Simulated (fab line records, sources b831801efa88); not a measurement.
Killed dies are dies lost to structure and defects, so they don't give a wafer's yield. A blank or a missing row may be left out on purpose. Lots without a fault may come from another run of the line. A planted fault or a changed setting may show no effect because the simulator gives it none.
A struck lot beside a sound one | flow gf180mcu | 23 steps out of a route of 602
Sound: wafers L375.1, L375.2, L375.5. Struck: wafers L381.2, L381.4, L381.6. The cause comes at the end.
At each step with rows: each side's tool, then ch and its chambers, then its first start. Under that, the readings that differ: sound wafers | struck wafers | difference of the means | sigmas: that difference in standard deviations of wafers without a fault.
alike: readings whose means differ by less than 2 such deviations, and words and numbers that are the same on both sides. not compared: withheld readings, readings that some wafer has no value for, bounds like >300 that may hide the same value, and numbers for which the record gives no deviation and whose values overlap.
The two part at a step that has a row with sigmas, a row that says differs or no value, or rows on one side only. Numbers that don't overlap but have no deviation are shown without sigmas and don't part them. A reading that every wafer of one side lacks parts them only if that side has two wafers or more.

first, 5 steps without rows for these wafers: GF_LVPWELL_COAT_02 (resist thk 3000 nm); GF_LVPWELL_SOFTBAKE_03; GF_LVPWELL_EXPOSE_04 (exposes mask LVPWELL, target cd 600 nm); GF_LVPWELL_PEB_05; GF_LVPWELL_DEVELOP_06 (develop time 60 s).
GF_LVPWELL_OVL_MEAS_07:
  sound on overlay-02, day 4 20:29; struck on overlay-01, day 6 05:04
  alike: LVPWELL_OVL
then, 2 steps without rows for these wafers: GF_LVPWELL_IMPLANT_08; GF_LVPWELL_IMPLANT_09.
GF_LVPWELL_STRIP_10: strips in O2/N2.
  sound on plasma_asher-04 ch 0,1, day 4 20:49; struck on plasma_asher-01 ch 0,1, day 6 05:23
  alike: drypump_motor_current_A, heater_power_w, oes_product_au, strip_time_to_endpoint_s
  not compared: rf_hours_counter_h
GF_LVPWELL_TW_MEAS_11:
  sound on film_metro-04, day 4 20:55; struck on film_metro-01, day 6 05:30
  alike: LVPWELL_TW
then, 2 steps without rows for these wafers: GF_MVSD_DEHYDRATE_00 (time 60 s); GF_MVSD_HMDS_01 (prime time 60 s).
GF_MVSD_COAT_02: resist thk 3000 nm.
  sound on litho_track-01 ch 0, day 5 03:31; struck on litho_track-01 ch 0, day 6 12:51
  reading                                | sound          | struck         | difference | sigmas
  model.coat_of_MVSD_COAT_02.thk_nm (nm) | 2991 3001 3002 | 2577 2569 2570 | -426       |
  alike: exhaust_pa
then, 3 steps without rows for these wafers: GF_MVSD_SOFTBAKE_03; GF_MVSD_EXPOSE_04 (exposes mask MVSD, target cd 1000 nm); GF_MVSD_PEB_05.
GF_MVSD_DEVELOP_06: develop time 60 s.
  sound on litho_track-02 ch 0; struck on litho_track-03 ch 0
  reading                                | sound          | struck         | difference | sigmas
  model.coat_of_MVSD_COAT_02.thk_nm (nm) | 2990 3000 3001 | 2576 2568 2569 | -426       |
  alike: exhaust_pa
GF_MVSD_OVL_MEAS_07:
  sound on overlay-02, day 5 10:52; struck on overlay-01, day 6 20:13
  alike: MVSD_OVL
then, 2 steps without rows for these wafers: GF_MVSD_IMPLANT_08; GF_MVSD_IMPLANT_09.
GF_MVSD_STRIP_10: strips in O2/N2.
  sound on plasma_asher-04 ch 0,1, day 5 11:13; struck on plasma_asher-02 ch 0,1, day 6 20:32
  reading                      | sound             | struck            | difference | sigmas
  strip_time_to_endpoint_s (s) | 36.89 37.01 37.03 | 32.12 32.03 32.05 | -4.91      | -45
  alike: drypump_motor_current_A, heater_power_w, oes_product_au
  not compared: rf_hours_counter_h
GF_MVSD_TW_MEAS_11:
  sound on film_metro-03, day 5 11:19; struck on film_metro-01, day 6 20:39
  alike: MVSD_TW
GF_PASSIVATION_PROBE_99:
  the record has rows for the sound wafers here (prober-01, day 30 00:14) and none for the struck ones

WHERE THEY PART
First at GF_MVSD_STRIP_10; last, within this record, at GF_PASSIVATION_PROBE_99.

WHY: what the simulator had put in
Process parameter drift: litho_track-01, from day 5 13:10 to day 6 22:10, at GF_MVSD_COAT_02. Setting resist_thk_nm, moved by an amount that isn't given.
